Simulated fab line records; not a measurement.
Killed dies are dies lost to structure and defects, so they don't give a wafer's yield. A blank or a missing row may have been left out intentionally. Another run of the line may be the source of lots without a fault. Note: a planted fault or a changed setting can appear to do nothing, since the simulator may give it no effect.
One fault through the eyes of 2 desks ; flow sfq line ; only its own numbers are on each desk; what lay behind them is given at the end

== THE TOOL OWNER'S DESK: litho track-01 ==
The tool's own readings at SFQ_TRILAYER_I3_VIA_LITHO_PEB_088 (peb time 60 s): means of the sampled wafers that have a number, for each lot that ran on this tool. The brackets show how far a lot's mean lies from the usual mean; more than 4 standard deviations puts the lot out of limits, marked OUT.
Columns: A = heater power total W at SFQ_TRILAYER_I3_VIA_LITHO_PEB_088, usual 79.16 W; B = plate temp C at SFQ_TRILAYER_I3_VIA_LITHO_PEB_088, usual 114.99 C
lot;first seen here;A;B
L963;day 54 11:25;79.16;114.99
L966;day 55 15:04;74.17 (-79) OUT;109.75 (-44) OUT
L968;day 56 08:03;74.27 (-78) OUT;109.74 (-44) OUT
L969;day 56 15:13;74.23 (-78) OUT;109.75 (-44) OUT
This desk's verdict: out of limits on L966, L968, L969, starting with L966 at day 55 15:04 (heater power total W at SFQ_TRILAYER_I3_VIA_LITHO_PEB_088). Within limits: L963.

== THE METROLOGY DESK ==
What the gauges read, lot by lot, whatever tool the lot ran on: means of the sampled wafers that have a number. The brackets show how far a lot's mean lies from the usual mean; more than 4 standard deviations puts the lot out of limits, marked OUT.
Columns: A = I3_BOW at SFQ_I3_BOW_MEAS_922, usual 2 um; B = I3_OVL at SFQ_I3_OVL_MEAS_923, usual 1 nm
lot;first seen here;A;B
L958;day 46 20:16;-8;0
L963;day 49 11:34;4;-6
L966;day 50 11:03;2;4
L968;day 50 22:30;13;11
L969;day 51 07:29;-3;-5
L971;day 51 11:38;1;-2
L972;day 51 19:01;4;1
Result from this desk: across the 7 lots, nothing is out of limits.

== BROUGHT TOGETHER ==
At day 55 15:04, on L966, L968, L969, the tool owner's desk was in a position to raise an alarm.
Metrology desk: nothing out of limits seen.
The metrology desk has L966, L968, L969 on record, within its limits.
The lots listed all ran SFQ_TRILAYER_I3_VIA_LITHO_PEB_088 on litho track-01.

== WHAT THE SIMULATOR HAD INSERTED ==
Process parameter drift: litho track-01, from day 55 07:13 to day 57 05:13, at SFQ_TRILAYER_I3_VIA_LITHO_PEB_088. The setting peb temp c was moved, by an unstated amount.
Struck lots among those shown: L966, L968, L969.
Delay in hours, fault start to first out-of-limits reading, by desk: the tool owner's desk at 8.
